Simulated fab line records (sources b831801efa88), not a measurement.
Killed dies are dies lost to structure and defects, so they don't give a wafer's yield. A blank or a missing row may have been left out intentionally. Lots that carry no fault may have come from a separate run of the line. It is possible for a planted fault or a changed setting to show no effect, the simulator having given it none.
Which of the tools did it? || flow sky130 || 39 wafers from 13 lots sampled at 3 of the route's 708 steps

## WHAT EACH GAUGE READ, for each wafer
SKY_VT_ADJUST_HVTR_OVL_MEAS_08. Usual: VT_ADJUST_HVTR_OVL typically reads 0.6 nm, with standard deviation 1.1.
{"lot": "L190", "measured": "day 10 02:58", "on": "overlay-02", "VT_ADJUST_HVTR_OVL (nm)": "0.5 0.2 1.9", "flag": ""}
{"lot": "L191", "measured": "day 10 09:19", "on": "overlay-01", "VT_ADJUST_HVTR_OVL (nm)": "1.0 0.5 -0.5", "flag": ""}
{"lot": "L192", "measured": "day 10 18:49", "on": "overlay-01", "VT_ADJUST_HVTR_OVL (nm)": "0.7 1.0 0.5", "flag": ""}
{"lot": "L193", "measured": "day 11 07:56", "on": "overlay-02", "VT_ADJUST_HVTR_OVL (nm)": "2.9 0.5 1.5", "flag": ""}
{"lot": "L194", "measured": "day 11 10:55", "on": "overlay-01", "VT_ADJUST_HVTR_OVL (nm)": "-0.4 -0.3 0.4", "flag": ""}
{"lot": "L196", "measured": "day 11 20:23", "on": "overlay-01", "VT_ADJUST_HVTR_OVL (nm)": "-1.8 -1.3 -1.2", "flag": ""}
{"lot": "L198", "measured": "day 12 12:50", "on": "overlay-01", "VT_ADJUST_HVTR_OVL (nm)": "0.2 1.0 -0.5", "flag": ""}
{"lot": "L199", "measured": "day 12 19:46", "on": "overlay-01", "VT_ADJUST_HVTR_OVL (nm)": "0.7 0.5 1.0", "flag": ""}
{"lot": "L203", "measured": "day 14 01:34", "on": "overlay-01", "VT_ADJUST_HVTR_OVL (nm)": "1.4 0.5 1.1", "flag": ""}
{"lot": "L205", "measured": "day 14 13:05", "on": "overlay-02", "VT_ADJUST_HVTR_OVL (nm)": "1.1 1.5 2.6", "flag": ""}
{"lot": "L207", "measured": "day 15 04:47", "on": "overlay-01", "VT_ADJUST_HVTR_OVL (nm)": "0.0 0.9 1.4", "flag": ""}
{"lot": "L210", "measured": "day 16 01:34", "on": "overlay-01", "VT_ADJUST_HVTR_OVL (nm)": "2.3 0.7 1.6", "flag": ""}
{"lot": "L211", "measured": "day 16 11:38", "on": "overlay-02", "VT_ADJUST_HVTR_OVL (nm)": "2.9 2.6 1.2", "flag": ""}

SKY_SONOS_TUNNEL_TW_MEAS_12. Usual: SONOS_TUNNEL_TW typically reads 196.7, with standard deviation 2.1.
{"lot": "L190", "measured": "day 12 01:39", "on": "film metro-03", "SONOS_TUNNEL_TW": "199.2 198.5 198.9", "flag": ""}
{"lot": "L191", "measured": "day 12 09:13", "on": "film metro-04", "SONOS_TUNNEL_TW": "195.1 195.4 195.3", "flag": ""}
{"lot": "L192", "measured": "day 12 17:50", "on": "film metro-04", "SONOS_TUNNEL_TW": "194.0 195.0 194.2", "flag": ""}
{"lot": "L193", "measured": "day 13 09:33", "on": "film metro-03", "SONOS_TUNNEL_TW": "199.6 199.8 199.6", "flag": ""}
{"lot": "L194", "measured": "day 13 12:28", "on": "film metro-03", "SONOS_TUNNEL_TW": "198.1 198.5 199.2", "flag": ""}
{"lot": "L196", "measured": "day 13 23:52", "on": "film metro-04", "SONOS_TUNNEL_TW": "193.4 193.5 194.2", "flag": ""}
{"lot": "L198", "measured": "day 14 18:12", "on": "film metro-03", "SONOS_TUNNEL_TW": "200.9 199.8 199.3", "flag": ""}
{"lot": "L199", "measured": "day 15 00:11", "on": "film metro-04", "SONOS_TUNNEL_TW": "195.1 195.1 194.2", "flag": ""}
{"lot": "L203", "measured": "day 16 08:49", "on": "film metro-04", "SONOS_TUNNEL_TW": "196.3 195.6 195.6", "flag": ""}
{"lot": "L205", "measured": "day 16 21:53", "on": "film metro-04", "SONOS_TUNNEL_TW": "194.3 194.8 194.9", "flag": ""}
{"lot": "L207", "measured": "day 17 14:05", "on": "film metro-03", "SONOS_TUNNEL_TW": "198.4 199.2 199.0", "flag": ""}
{"lot": "L210", "measured": "day 18 13:43", "on": "film metro-04", "SONOS_TUNNEL_TW": "194.6 195.4 194.7", "flag": ""}
{"lot": "L211", "measured": "day 19 01:44", "on": "film metro-02", "SONOS_TUNNEL_TW": "195.0 194.9 194.8", "flag": ""}

SKY_SONOS_ONO_OVL_MEAS_14. Usual: SONOS_ONO_OVL typically reads 0.5 nm, with standard deviation 1.3.
{"lot": "L190", "measured": "day 13 07:46", "on": "overlay-01", "SONOS_ONO_OVL (nm)": "0.2 -0.5 0.6", "flag": ""}
{"lot": "L191", "measured": "day 13 16:23", "on": "overlay-01", "SONOS_ONO_OVL (nm)": "-1.4 -1.7 -1.0", "flag": ""}
{"lot": "L192", "measured": "day 14 00:30", "on": "overlay-01", "SONOS_ONO_OVL (nm)": "1.8 0.7 -0.1", "flag": ""}
{"lot": "L193", "measured": "day 14 15:35", "on": "overlay-02", "SONOS_ONO_OVL (nm)": "3.5 1.5 3.6", "flag": ""}
{"lot": "L194", "measured": "day 14 21:56", "on": "overlay-01", "SONOS_ONO_OVL (nm)": "-0.8 -1.9 0.4", "flag": ""}
{"lot": "L196", "measured": "day 15 08:42", "on": "overlay-01", "SONOS_ONO_OVL (nm)": "1.1 0.8 0.6", "flag": ""}
{"lot": "L198", "measured": "day 16 06:54", "on": "overlay-02", "SONOS_ONO_OVL (nm)": "0.4 0.7 0.8", "flag": ""}
{"lot": "L199", "measured": "day 16 11:11", "on": "overlay-01", "SONOS_ONO_OVL (nm)": "2.2 0.8 1.0", "flag": ""}
{"lot": "L203", "measured": "day 17 18:08", "on": "overlay-02", "SONOS_ONO_OVL (nm)": "1.0 1.0 0.7", "flag": ""}
{"lot": "L205", "measured": "day 18 10:11", "on": "overlay-01", "SONOS_ONO_OVL (nm)": "-0.1 -1.0 -0.4", "flag": ""}
{"lot": "L207", "measured": "day 19 03:56", "on": "overlay-02", "SONOS_ONO_OVL (nm)": "1.3 0.4 1.1", "flag": ""}
{"lot": "L210", "measured": "day 20 02:32", "on": "overlay-02", "SONOS_ONO_OVL (nm)": "-2.7 -1.5 -1.7", "flag": ""}
{"lot": "L211", "measured": "day 20 13:18", "on": "overlay-02", "SONOS_ONO_OVL (nm)": "-0.2 -0.5 0.3", "flag": ""}

## TOOL THAT RAN EACH LOT (tool first, then ch and the chambers of the sampled wafers, then the start)
Record: no process step prior to these readings.

## WHAT THE TOOLS THEMSELVES READ (means of the sampled wafers that have a number; where no wafer has one, the mark that the record gives instead)
The record holds no such reading with a usual standard deviation.

## THE ANSWER, worked out from the rows above alone
Rule: a lot counts as off when the mean over its wafers that have a number is more than 3 standard deviations away from the usual mean. A lot without any number at a reading at which 4 lots or more have one is off too. Any other lot the step has rows for is counted as sound. First the gauges in route order, then the tools' own readings, where a lot's mean is used as printed above. The first step at which some lot is off is used, and at that step the reading that is off furthest; a lot without a number counts as furthest.
No lot is off on any of the readings shown, so nothing can be concluded from this.

## WHAT WAS PUT IN BY THE SIMULATOR
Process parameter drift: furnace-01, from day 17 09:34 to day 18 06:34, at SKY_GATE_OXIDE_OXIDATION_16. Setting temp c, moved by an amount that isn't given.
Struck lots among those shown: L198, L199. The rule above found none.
